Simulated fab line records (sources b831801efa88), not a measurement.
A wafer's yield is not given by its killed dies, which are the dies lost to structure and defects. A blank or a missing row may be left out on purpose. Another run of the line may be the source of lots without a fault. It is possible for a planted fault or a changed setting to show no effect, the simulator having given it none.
fab line records    flow sky130    part 1 of 2: steps 1 to 29 of 39
record lots=5  wafers=15  lastDay=50
route steps=708 shown METAL3@560 VIA3@573 METAL4@598
lots that met no fault: taken from a fault-free run of the same line
startH: the number of hours between the record's first day and the start of the first shown wafer of the lot    waitH: hours elapsed since this lot's preceding step    " as in the row above    L1.1+2: a row that stands for several wafers    - no value, or no start was given    * or withheld: withheld    < > ~ a bound
route shown NAME@n: NAME is a module with steps in the file, n the number in the route of the first one    usual: mean and standard deviation over wafers with no fault    same: alike in all rows    chamber/n: place in a boat    sites: the reading at each site    _std_site: standard deviation of those values    _edge_site: outer sites' mean less inner sites'    radiusMm: how far each site lies from the wafer's centre    mask NAME#n: copy n    behind: the most recent tool/chamber to have shaped the wafer    hold: why the lot went on hold/how many hours it stayed there/how the hold came to an end    device: the transistor (n, p or np) that didn't switch    end of line: the tests these same wafers got at the end of their route    step lacking rows: just its recipe    killed: not the wafer's yield, but the dies lost to structure and defects at the first sort    map: per-die view of a wafer (x killed, . not killed, _ where there is no die)
set.NAME: the setting the step ran with; set.NAME@STEP: the setting that earlier step ran with    model.NAME: the simulator's own value behind a step, which no gauge read
a table for each step, a row for each wafer; lots at some steps of the route
services: when a tool's chamber went out of use (startH, in hours from the record's first day, below 0 if earlier), for how many hours, and the reason
## steps
# step SKY_METAL3_EXPOSE_10
# recipe maskId=MM3  na=0.68  sourceShape=annular  sigmaInner=0.4  sigmaOuter=0.8  targetCdNm=300  doseMj=28
lot.wafer   tool           chamber  startH  waitH  mask
L075.1+2+3  krfScanner-01  0        -       -      MM3#0
L089.2+3+6  krfScanner-02  0        -       -      MM3#0
L091.2+4+6  krfScanner-01  0        -       -      MM3#0
L093.2+4+6  krfScanner-02  0        -       -      MM3#0
L095.1+3+5  krfScanner-01  0        -       -      MM3#0
# step SKY_METAL3_PEB_11
# recipe pebTempC=withheld  pebTimeS=withheld  resist=KrF-thick
lot.wafer   tool           chamber  startH  waitH
L075.1+2+3  lithoTrack-03  0        -       -
L089.2+3+6  lithoTrack-01  0        -       -
L091.2+4+6  lithoTrack-03  0        -       -
L093.2+4+6  lithoTrack-02  0        -       -
L095.1+3+5  lithoTrack-03  0        -       -
# step SKY_METAL3_DEVELOP_12
# recipe developTimeS=60  resist=KrF-thick  devTempC=21
# same developTimeS=60
lot.wafer   tool           chamber  startH  waitH
L075.1+2+3  lithoTrack-03  0        -       -
L089.2+3+6  lithoTrack-01  0        -       -
L091.2+4+6  lithoTrack-03  0        -       -
L093.2+4+6  lithoTrack-02  0        -       -
L095.1+3+5  lithoTrack-03  0        -       -
# step SKY_METAL3_CD_MEAS_13
# recipe targetCdNm=300
# usual cdNm=300.0/1.2
lot.wafer  tool      chamber  startH   waitH  cdNm
L075.1     cdSem-02  -        913.82   -      300.3
L075.2     "         -        "        "      300.3
L075.3     "         -        "        "      300.5
L089.2     cdSem-02  -        1022.98  -      298.8
L089.3     "         -        "        "      299.0
L089.6     "         -        "        "      300.0
L091.2     cdSem-02  -        1046.19  -      299.8
L091.4     "         -        "        "      301.5
L091.6     "         -        "        "      299.5
L093.2     cdSem-01  -        1048.01  -      301.3
L093.4     "         -        "        "      298.8
L093.6     "         -        "        "      300.5
L095.1     cdSem-02  -        1052.32  -      299.2
L095.3     "         -        "        "      299.6
L095.5     "         -        "        "      296.9
# step SKY_METAL3_OVL_MEAS_14
# usual METAL3_OVL=-1/6.5
lot.wafer  tool        chamber  startH   waitH  METAL3_OVL[nm]
L075.1     overlay-02  -        913.94   0.1    0
L075.2     "           -        "        "      -11
L075.3     "           -        "        "      -3
L089.2     overlay-01  -        1023.09  0.1    -7
L089.3     "           -        "        "      -5
L089.6     "           -        "        "      -9
L091.2     overlay-02  -        1046.30  0.1    3
L091.4     "           -        "        "      1
L091.6     "           -        "        "      1
L093.2     overlay-01  -        1048.11  0.1    -9
L093.4     "           -        "        "      -9
L093.6     "           -        "        "      -13
L095.1     overlay-02  -        1052.44  0.1    -4
L095.3     "           -        "        "      -8
L095.5     "           -        "        "      -2
# step SKY_METAL3_DESCUM_15
# recipe chemistry=O2  sourcePowerW=150  biasPowerW=0  pressureMtorr=10  tempC=40  timeS=8
# usual drypumpMotorCurrentA=5.7/0.42  oesProductAu=1.000/0.011
lot.wafer  tool         chamber  startH   waitH  drypumpMotorCurrentA  oesProductAu  rfHoursCounterH
L075.1     rieMetal-01  0        913.98   0.0    5.9                   1.000         10
L075.2     "            1        "        "      5.3                   0.982         9
L075.3     "            0        "        "      5.9                   0.995         -
L089.2     rieMetal-04  0        1023.12  0.0    5.9                   0.994         5
L089.3     "            0        "        "      5.8                   0.993         -
L089.6     "            1        "        "      6.0                   1.005         -
L091.2     rieMetal-04  0        1046.33  0.0    5.9                   0.994         6
L091.4     "            0        "        "      5.9                   0.993         -
L091.6     "            0        "        "      5.9                   0.993         -
L093.2     rieMetal-01  1        1048.14  0.0    5.3                   0.975         16
L093.4     "            1        "        "      5.3                   0.984         -
L093.6     "            0        "        "      5.9                   0.991         -
L095.1     rieMetal-01  1        1052.48  0.0    5.3                   0.990         17
L095.3     "            0        "        "      5.9                   0.992         -
L095.5     "            0        "        "      5.9                   0.994         -
# step SKY_METAL3_ETCH_16
# recipe chemistry=N2/H2  target=BARC  ionEnergyEv=200  biasW=100  pressureMtorr=30  n2FlowSccm=100  h2FlowSccm=200  icpW=500  stopOn=SiO2  timeS=88.2  targetDepthA=600
# usual drypumpMotorCurrentA=5.7/0.42  oesProductAu=0.625/0.0044  throttleValvePct=13.205/0.0086
lot.wafer  tool         chamber  startH   waitH  drypumpMotorCurrentA  oesProductAu  rfHoursCounterH  throttleValvePct
L075.1     rieMetal-01  0        914.01   0.0    6.0                   0.619         10               13.210
L075.2     "            1        "        "      5.3                   0.630         9                13.187
L075.3     "            0        "        "      5.9                   0.619         -                13.205
L089.2     rieMetal-04  0        1023.15  0.0    5.9                   0.626         5                13.210
L089.3     "            0        "        "      5.9                   0.624         -                13.209
L089.6     "            1        "        "      6.0                   0.619         -                13.206
L091.2     rieMetal-04  0        1046.36  0.0    5.9                   0.626         6                13.196
L091.4     "            0        "        "      5.9                   0.627         -                13.204
L091.6     "            0        "        "      5.9                   0.628         -                13.209
L093.2     rieMetal-01  1        1048.17  0.0    5.3                   0.629         16               13.214
L093.4     "            1        "        "      5.4                   0.632         -                13.207
L093.6     "            0        "        "      5.9                   0.627         -                13.191
L095.1     rieMetal-01  1        1052.51  0.0    5.2                   0.625         17               13.194
L095.3     "            0        "        "      6.0                   0.630         -                13.213
L095.5     "            0        "        "      6.0                   0.625         -                13.216
# step SKY_METAL3_ETCH_17
# recipe target=SiO2  stopOn=TiN  chemistry=C4F8/O2/Ar  sourceW=1500  biasW=1200  pressureMtorr=40  c4f8FlowSccm=withheld  O2_flow_sccm=6  Ar_flow_sccm=300  timeS=3.9  targetDepthA=150
# usual oesProductAu=0.752/0.0069
lot.wafer  tool        chamber  startH   waitH  oesProductAu  rfHoursCounterH
L075.1     rieDiel-03  2        914.11   0.1    0.745         11
L075.2     "           1        "        "      0.744         16
L075.3     "           3        "        "      0.758         23
L089.2     rieDiel-01  2        1023.25  0.1    0.746         12
L089.3     "           0        "        "      0.741         7
L089.6     "           2        "        "      0.751         -
L091.2     rieDiel-03  2        1046.46  0.1    0.747         15
L091.4     "           1        "        "      0.752         20
L091.6     "           2        "        "      0.755         -
L093.2     rieDiel-01  1        1048.27  0.1    0.742         22
L093.4     "           3        "        "      0.749         16
L093.6     "           0        "        "      0.743         -
L095.1     rieDiel-02  1        1052.61  0.1    0.745         25
L095.3     "           0        "        "      0.753         17
L095.5     "           2        "        "      0.763         -
# step SKY_METAL3_METAL_ETCH_18
# recipe targetDepthA=8450  stopOn=SiO2  overEtchFrac=0.3  timeS=183.1  chemistry=Cl2/BCl3  resistSidewallDeg=88  pressureMtorr=10  icpW=900  biasW=48.5  Cl2_flow_sccm=60  bcl3FlowSccm=30
# usual drypumpMotorCurrentA=5.7/0.4  oesProductAu=0.864/0.0073  throttleValvePct=22.264/0.0092
lot.wafer  tool         chamber  startH   waitH  drypumpMotorCurrentA  oesProductAu  rfHoursCounterH  throttleValvePct
L075.1     rieMetal-04  1        914.13   0.0    6.0                   0.865         10               22.271
L075.2     "            1        "        "      6.0                   0.872         -                22.268
L075.3     "            1        "        "      6.0                   0.870         -                22.270
L089.2     rieMetal-02  0        1023.27  0.0    5.0                   0.850         17               22.268
L089.3     "            0        "        "      5.0                   0.857         -                22.281
L089.6     "            1        "        "      6.1                   0.847         -                22.247
L091.2     rieMetal-01  1        1046.48  0.0    5.3                   0.858         16               22.275
L091.4     "            1        "        "      5.3                   0.844         -                22.236
L091.6     "            1        "        "      5.3                   0.856         -                22.265
L093.2     rieMetal-04  0        1048.29  0.0    5.8                   0.861         7                22.266
L093.4     "            0        "        "      5.9                   0.871         -                22.262
L093.6     "            0        "        "      5.9                   0.864         -                22.260
L095.1     rieMetal-02  0        1052.63  0.0    5.0                   0.859         18               22.267
L095.3     "            0        "        "      5.0                   0.872         -                22.263
L095.5     "            0        "        "      5.0                   0.870         -                22.259
# step SKY_METAL3_STRIP_19
# recipe chemistry=O2/N2  powerW=1400  pressureMtorr=1500  platenTempC=withheld  o2FlowSccm=3000  n2FlowSccm=300  overashFraction=0.5
# usual drypumpMotorCurrentA=5.7/0.56  oesProductAu=0.502/0.0057  stripTimeToEndpointS=6.55/0.095
lot.wafer  tool            chamber  startH   waitH  drypumpMotorCurrentA  oesProductAu  rfHoursCounterH  stripTimeToEndpointS
L075.1     plasmaAsher-01  1        914.48   0.3    4.8                   0.499         16               6.47
L075.2     "               0        "        "      6.3                   0.507         16               6.51
L075.3     "               0        "        "      6.3                   0.499         -                6.44
L089.2     plasmaAsher-02  0        1023.44  0.1    6.3                   0.489         123              6.41
L089.3     "               1        "        "      5.6                   0.495         -                6.48
L089.6     "               0        "        "      6.2                   0.497         -                6.48
L091.2     plasmaAsher-02  0        1046.65  0.1    6.2                   0.506         125              6.78
L091.4     "               0        "        "      6.2                   0.515         -                6.72
L091.6     "               0        "        "      6.3                   0.509         -                6.79
L093.2     plasmaAsher-01  1        1048.47  0.1    4.8                   0.505         29               6.61
L093.4     "               0        "        "      6.3                   0.501         -                6.66
L093.6     "               1        "        "      4.8                   0.504         -                6.67
L095.1     plasmaAsher-02  1        1052.80  0.1    5.6                   0.497         125              6.46
L095.3     "               0        "        "      6.2                   0.501         -                6.43
L095.5     "               1        "        "      5.6                   0.499         -                6.44
# step SKY_METAL3_STRIP_20
# recipe chemistry=postEtchResidueRemover  timeS=1200  tempC=72.5
lot.wafer   tool         chamber  startH   waitH
L075.1+2+3  wetBench-04  2        914.58   0.1
L089.2+3+6  wetBench-01  0        1023.54  0.1
L091.2+4+6  wetBench-04  1        1046.75  0.1
L093.2+4+6  wetBench-01  0        1048.57  0.1
L095.1+3+5  wetBench-02  2        1052.90  0.1
# step SKY_METAL3_CLEAN_21
# recipe chemistry=IPA  timeS=180  tempC=25
lot.wafer   tool         chamber  startH   waitH
L075.1+2+3  wetBench-01  2        915.26   0.0
L089.2+3+6  wetBench-01  2        1023.89  0.0
L091.2+4+6  wetBench-04  0        1047.10  0.0
L093.2+4+6  wetBench-04  1        1048.91  0.0
L095.1+3+5  wetBench-04  0        1053.25  0.0
# step SKY_METAL3_CLEAN_22
# recipe chemistry=O3/DIW  dry=n2Spin
lot.wafer   tool         chamber  startH   waitH
L075.1+2+3  wetBench-02  0        915.32   0.0
L089.2+3+6  wetBench-04  0        1023.94  0.0
L091.2+4+6  wetBench-04  3        1047.15  0.0
L093.2+4+6  wetBench-01  3        1048.97  0.0
L095.1+3+5  wetBench-02  0        1053.30  0.0
# step SKY_VIA3_HDPCVD_00
# recipe material=SiO2  targetThkNm=1635  sigmaOpenFrac=0.3  timeS=272.5  tempC=400  sih4FlowSccm=60  pressureMtorr=6
# usual susceptorTempC=400.05/0.21
lot.wafer  tool       chamber  startH   waitH  susceptorTempC
L075.1     hdpcvd-01  2        915.41   0.0    399.78
L075.2     "          0        "        "      399.75
L075.3     "          1        "        "      400.05
L089.2     hdpcvd-02  0        1024.04  0.0    400.08
L089.3     "          2        "        "      400.11
L089.6     "          0        "        "      399.93
L091.2     hdpcvd-02  0        1047.25  0.0    399.87
L091.4     "          1        "        "      400.10
L091.6     "          0        "        "      399.88
L093.2     hdpcvd-01  0        1049.06  0.0    400.10
L093.4     "          1        "        "      399.94
L093.6     "          0        "        "      400.51
L095.1     hdpcvd-01  1        1053.40  0.0    400.08
L095.3     "          2        "        "      400.15
L095.5     "          2        "        "      400.07
# step SKY_VIA3_THK_MEAS_01
# recipe reads=SiO2_of_VIA3_HDPCVD_00
# usual VIA3_HDPCVD_THK=1632/18
lot.wafer  tool          chamber  startH   waitH  VIA3_HDPCVD_THK[nm]
L075.1     filmMetro-01  -        915.58   0.1    1637
L075.2     "             -        "        "      1643
L075.3     "             -        "        "      1639
L089.2     filmMetro-01  -        1024.21  0.1    1652
L089.3     "             -        "        "      1616
L089.6     "             -        "        "      1662
L091.2     filmMetro-02  -        1047.42  0.1    1641
L091.4     "             -        "        "      1626
L091.6     "             -        "        "      1645
L093.2     filmMetro-03  -        1049.24  0.1    1602
L093.4     "             -        "        "      1595
L093.6     "             -        "        "      1622
L095.1     filmMetro-03  -        1053.56  0.1    1595
L095.3     "             -        "        "      1600
L095.5     "             -        "        "      1619
# step SKY_VIA3_CMP_02
# recipe material=SiO2  downForcePsi=4  platenRpm=60  padVelocityMS=0.94248
# usual headPressurePsi=4.000/0.0082  motorCurrentA=12.1/1.6
lot.wafer  tool    chamber  startH   waitH  headPressurePsi  motorCurrentA
L075.3     cmp-02  2        915.64   0.0    3.998            10.1
L075.2     "       3        "        "      3.997            11.3
L075.1     "       0        "        "      4.010            13.9
L089.3     cmp-01  1        1024.26  0.0    3.989            13.4
L089.2     "       2        "        "      4.013            12.8
L089.6     "       2        "        "      4.011            12.2
L091.4     cmp-01  2        1047.57  0.1    4.010            12.2
L091.2     "       3        "        "      4.002            15.5
L091.6     "       0        "        "      4.008            12.8
L093.4     cmp-02  3        1049.29  0.0    3.996            10.6
L093.2     "       0        "        "      3.984            13.8
L093.6     "       0        "        "      4.006            14.2
L095.1     cmp-01  3        1053.62  0.1    3.993            14.5
L095.3     "       2        "        "      4.005            11.8
L095.5     "       0        "        "      3.989            12.8
# step SKY_VIA3_BOW_MEAS_03
# recipe mode=bow
# usual VIA3_BOW=80/7.7
lot.wafer  tool          chamber  startH   waitH  VIA3_BOW[um]
L075.1     filmMetro-02  -        915.94   0.1    84
L075.2     "             -        "        "      88
L075.3     "             -        "        "      80
L089.2     filmMetro-01  -        1024.58  0.2    75
L089.3     "             -        "        "      86
L089.6     "             -        "        "      75
L091.2     filmMetro-01  -        1047.79  0.1    69
L091.4     "             -        "        "      84
L091.6     "             -        "        "      70
L093.2     filmMetro-02  -        1049.61  0.2    76
L093.4     "             -        "        "      87
L093.6     "             -        "        "      83
L095.1     filmMetro-01  -        1053.92  0.2    73
L095.3     "             -        "        "      84
L095.5     "             -        "        "      75
# step SKY_VIA3_DEHYDRATE_04
# recipe tempC=200  timeS=60
lot.wafer   tool           chamber  startH   waitH
L075.1+2+3  lithoTrack-01  0        927.41   11.4
L089.2+3+6  lithoTrack-03  0        1034.75  10.1
L091.2+4+6  lithoTrack-01  0        1057.79  10.0
L093.2+4+6  lithoTrack-01  0        1059.74  10.1
L095.1+3+5  lithoTrack-03  0        1065.12  11.2
# step SKY_VIA3_HMDS_05
# recipe primeTimeS=60  primeTempC=120
lot.wafer   tool           chamber  startH   waitH
L075.1+2+3  lithoTrack-01  0        927.56   0.1
L089.2+3+6  lithoTrack-03  0        1034.90  0.1
L091.2+4+6  lithoTrack-01  0        1057.94  0.1
L093.2+4+6  lithoTrack-01  0        1059.89  0.1
L095.1+3+5  lithoTrack-03  0        1065.27  0.1
# step SKY_VIA3_COAT_06
# recipe resist=BARC  tempC=withheld  timeS=withheld  spinRpm=3000  resistThkNm=60
lot.wafer   tool           chamber  startH   waitH
L075.1+2+3  lithoTrack-01  0        927.71   0.1
L089.2+3+6  lithoTrack-03  0        1035.05  0.1
L091.2+4+6  lithoTrack-01  0        1058.09  0.1
L093.2+4+6  lithoTrack-01  0        1060.04  0.1
L095.1+3+5  lithoTrack-03  0        1065.42  0.1
# step SKY_VIA3_COAT_07
# recipe resist=KrF-thick  spinRpm=3000  resistThkNm=450
lot.wafer   tool           chamber  startH  waitH
L075.1+2+3  lithoTrack-01  0        -       -
L089.2+3+6  lithoTrack-03  0        -       -
L091.2+4+6  lithoTrack-01  0        -       -
L093.2+4+6  lithoTrack-01  0        -       -
L095.1+3+5  lithoTrack-03  0        -       -
# step SKY_VIA3_SOFTBAKE_08
# recipe tempC=100  timeS=90  resist=KrF-thick
lot.wafer   tool           chamber  startH  waitH
L075.1+2+3  lithoTrack-01  0        -       -
L089.2+3+6  lithoTrack-03  0        -       -
L091.2+4+6  lithoTrack-01  0        -       -
L093.2+4+6  lithoTrack-01  0        -       -
L095.1+3+5  lithoTrack-03  0        -       -
# step SKY_VIA3_EXPOSE_09
# recipe maskId=VIM3  na=0.8  sourceShape=annular  sigmaInner=0.55  sigmaOuter=0.85  targetCdNm=200  doseMj=38
lot.wafer   tool           chamber  startH  waitH  mask
L075.1+2+3  krfScanner-02  0        -       -      VIM3#0
L089.2+3+6  krfScanner-01  0        -       -      VIM3#0
L091.2+4+6  krfScanner-02  0        -       -      VIM3#0
L093.2+4+6  krfScanner-01  0        -       -      VIM3#0
L095.1+3+5  krfScanner-02  0        -       -      VIM3#0
# step SKY_VIA3_PEB_10
# recipe pebTempC=withheld  pebTimeS=withheld  resist=KrF-thick
lot.wafer   tool           chamber  startH  waitH
L075.1+2+3  lithoTrack-01  0        -       -
L089.2+3+6  lithoTrack-01  0        -       -
L091.2+4+6  lithoTrack-01  0        -       -
L093.2+4+6  lithoTrack-01  0        -       -
L095.1+3+5  lithoTrack-04  0        -       -
# step SKY_VIA3_DEVELOP_11
# recipe developTimeS=60  resist=KrF-thick  devTempC=21
# same developTimeS=60
lot.wafer   tool           chamber  startH  waitH
L075.1+2+3  lithoTrack-01  0        -       -
L089.2+3+6  lithoTrack-01  0        -       -
L091.2+4+6  lithoTrack-01  0        -       -
L093.2+4+6  lithoTrack-01  0        -       -
L095.1+3+5  lithoTrack-04  0        -       -
# step SKY_VIA3_CD_MEAS_12
# recipe targetCdNm=200
# usual cdNm=200.2/1.2
lot.wafer  tool      chamber  startH   waitH  cdNm
L075.1     cdSem-02  -        941.16   -      200.5
L075.2     "         -        "        "      200.2
L075.3     "         -        "        "      201.7
L089.2     cdSem-01  -        1046.88  -      201.7
L089.3     "         -        "        "      200.6
L089.6     "         -        "        "      200.6
L091.2     cdSem-01  -        1069.58  -      200.9
L091.4     "         -        "        "      200.4
L091.6     "         -        "        "      201.3
L093.2     cdSem-02  -        1071.23  -      199.9
L093.4     "         -        "        "      198.6
L093.6     "         -        "        "      198.7
L095.1     cdSem-02  -        1075.19  -      200.2
L095.3     "         -        "        "      200.3
L095.5     "         -        "        "      200.4
# step SKY_VIA3_OVL_MEAS_13
# usual VIA3_OVL=-2/5
lot.wafer  tool        chamber  startH   waitH  VIA3_OVL[nm]
L075.1     overlay-02  -        941.28   0.1    2
L075.2     "           -        "        "      -2
L075.3     "           -        "        "      4
L089.2     overlay-01  -        1046.99  0.1    -1
L089.3     "           -        "        "      11
L089.6     "           -        "        "      5
L091.2     overlay-01  -        1069.69  0.1    7
L091.4     "           -        "        "      1
L091.6     "           -        "        "      6
L093.2     overlay-01  -        1071.34  0.1    -6
L093.4     "           -        "        "      -3
L093.6     "           -        "        "      2
L095.1     overlay-02  -        1075.31  0.1    0
L095.3     "           -        "        "      4
L095.5     "           -        "        "      2
# step SKY_VIA3_ETCH_14
# recipe chemistry=N2/H2  target=BARC  ionEnergyEv=200  sourceW=500  biasW=100  pressureMtorr=30  n2FlowSccm=100  h2FlowSccm=200  stopOn=SiO2  timeS=45.9  targetDepthA=600
# usual drypumpMotorCurrentA=5.7/0.46  oesProductAu=0.854/0.0047  throttleValvePct=13.224/0.009
lot.wafer  tool        chamber  startH   waitH  drypumpMotorCurrentA  oesProductAu  rfHoursCounterH  throttleValvePct
L075.1     rieDiel-04  1        941.32   0.0    5.5                   0.859         19               13.225
L075.2     "           2        "        "      5.2                   0.853         8                13.230
L075.3     "           0        "        "      5.3                   0.845         18               13.224
L089.2     rieDiel-03  1        1047.02  0.0    4.9                   0.849         20               13.218
L089.3     "           2        "        "      5.7                   0.856         15               13.228
L089.6     "           0        "        "      6.5                   0.846         -                13.227
L091.2     rieDiel-04  0        1069.72  0.0    5.3                   0.857         22               13.215
L091.4     "           1        "        "      5.5                   0.854         23               13.222
L091.6     "           2        "        "      5.2                   0.845         -                13.220
L093.2     rieDiel-03  2        1071.37  0.0    5.7                   0.850         15               13.223
L093.4     "           1        "        "      4.9                   0.858         21               13.232
L093.6     "           3        "        "      6.1                   0.855         -                13.230
L095.1     rieDiel-04  0        1075.35  0.0    5.3                   0.853         22               13.215
L095.3     "           3        "        "      5.6                   0.841         16               13.231
L095.5     "           3        "        "      5.6                   0.850         -                13.221
# step SKY_VIA3_ETCH_15
# recipe target=SiO2  chemistry=C4F8/O2/Ar  targetDepthNm=507  stopOn=TiN  maskMaterial=KrF-thick  sourceW=1500  biasW=1200  pressureMtorr=40  c4f8FlowSccm=withheld  O2_flow_sccm=6  Ar_flow_sccm=300  timeS=78
# usual oesProductAu=0.944/0.0048
lot.wafer  tool        chamber  startH   waitH  oesProductAu  rfHoursCounterH
L075.1     rieDiel-04  1        941.36   0.0    0.948         19
L075.2     "           2        "        "      0.935         8
L075.3     "           0        "        "      0.948         18
L089.2     rieDiel-03  1        1047.06  0.0    0.943         20
L089.3     "           2        "        "      0.953         15
L089.6     "           0        "        "      0.952         -
L091.2     rieDiel-04  0        1069.76  0.0    0.942         22
L091.4     "           1        "        "      0.951         23
L091.6     "           2        "        "      0.945         -
L093.2     rieDiel-03  2        1071.41  0.0    0.941         15
L093.4     "           1        "        "      0.935         21
L093.6     "           3        "        "      0.941         -
L095.1     rieDiel-04  0        1075.39  0.0    0.946         22
L095.3     "           3        "        "      0.936         16
L095.5     "           3        "        "      0.947         -
